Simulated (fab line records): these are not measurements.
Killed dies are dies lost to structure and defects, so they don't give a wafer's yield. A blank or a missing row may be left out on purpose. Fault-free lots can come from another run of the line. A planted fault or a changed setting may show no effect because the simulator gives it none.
Which tool is to blame?    flow gf180mcu    Sampling: 11 lots, 33 wafers, 3 of 602 route steps

== WHAT EACH GAUGE READ, for each wafer ==
GF_PSD_RS_MEAS_14: measurement is done with a four-point probe.
lot   measured      on            NSD_RS (ohm/sq)
L287  day 14 04:34  filmMetro-03  46.07 46.19 46.05
L288  day 14 16:29  filmMetro-04  46.21 46.15 45.95
L289  day 14 19:59  filmMetro-01  46.22 46.27 46.16
L294  day 16 10:31  filmMetro-03  44.94 45.04 44.94 44.99 44.92 45.04
L296  day 17 08:15  filmMetro-01  44.89 44.95 45.03 44.96 45.02 45.07
L300  day 18 20:02  filmMetro-01  46.31 46.16 46.09
L302  day 19 08:22  filmMetro-04  46.05 45.97 46.03
L303  day 19 23:36  filmMetro-01  46.24 46.17 45.98
L305  day 20 11:13  filmMetro-01  46.06 46.15 46.09
L307  day 21 09:15  filmMetro-03  46.14 46.02 46.10
L310  day 22 23:13  filmMetro-03  46.14 46.06 45.95

== EACH LOT AND THE TOOL THAT RAN IT (in order: tool; ch and the chambers of the sampled wafers; start) ==
lot   GF_NSD_IMPLANT_09                GF_NSD_STRIP_11
L287  implanter-01 ch 0, day 13 07:35  plasmaAsher-04 ch 0,1, day 13 07:52
L288  implanter-04 ch 0, day 13 19:26  plasmaAsher-02 ch 0,1, day 13 19:43
L289  implanter-01 ch 0, day 13 22:29  plasmaAsher-04 ch 0,1, day 13 22:46
L294  implanter-01 ch 0, day 15 11:59  plasmaAsher-01 ch 0,1, day 15 12:17
L296  implanter-01 ch 0, day 16 08:50  plasmaAsher-04 ch 0,1, day 16 09:08
L300  implanter-04 ch 0, day 17 19:16  plasmaAsher-02 ch 0,1, day 17 19:34
L302  implanter-03 ch 0, day 18 08:06  plasmaAsher-04 ch 0,1, day 18 08:22
L303  implanter-03 ch 0, day 18 22:05  plasmaAsher-02 ch 0,1, day 18 22:23
L305  implanter-04 ch 0, day 19 10:14  plasmaAsher-02 ch 0,1, day 19 10:32
L307  implanter-03 ch 0, day 20 09:04  plasmaAsher-01 ch 0,1, day 20 09:22
L310  implanter-03 ch 0, day 21 23:22  plasmaAsher-02 ch 0,1, day 21 23:40
- GF_NSD_IMPLANT_09
- GF_NSD_STRIP_11: strips in O2/N2.

== THE ANSWER, worked out from the rows above alone ==
Rule: what is usual is taken from the lots themselves. The widest of any qualifying gaps counts: lots, ordered by their means at a reading, are off when they make up no more than a third of the lots, leave a main group of 4 or more, and stand apart from it by 3 or more times the standard deviation of that group's means. A main group whose means are all the same, to the digits that the tables above print for the reading, isn't used. A lot without any number at a reading at which 4 lots or more have one is off too. Any other lot the step has rows for is counted as sound.
Off: at GF_PSD_RS_MEAS_14 (NSD_RS), L294, L296. The main group: mean 46.11 ohm/sq, standard deviation 0.058.
If a tool, at a process step before that reading, ran all the lots that are off and no sound lot after the first of them, it fits. The gauges at GF_PSD_RS_MEAS_14 are tried like those tools. One fits: implanter-01 at GF_NSD_IMPLANT_09. Its last sound lot is L289 (day 13 22:29), its first lot that is off L294 (day 15 11:59): a fault that began between those two fits.

== WHAT WAS PUT IN BY THE SIMULATOR ==
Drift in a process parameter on implanter-01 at GF_NSD_IMPLANT_09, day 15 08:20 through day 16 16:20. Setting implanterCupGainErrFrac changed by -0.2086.
Shown lots that were struck: L294, L296. The rule above found the same.
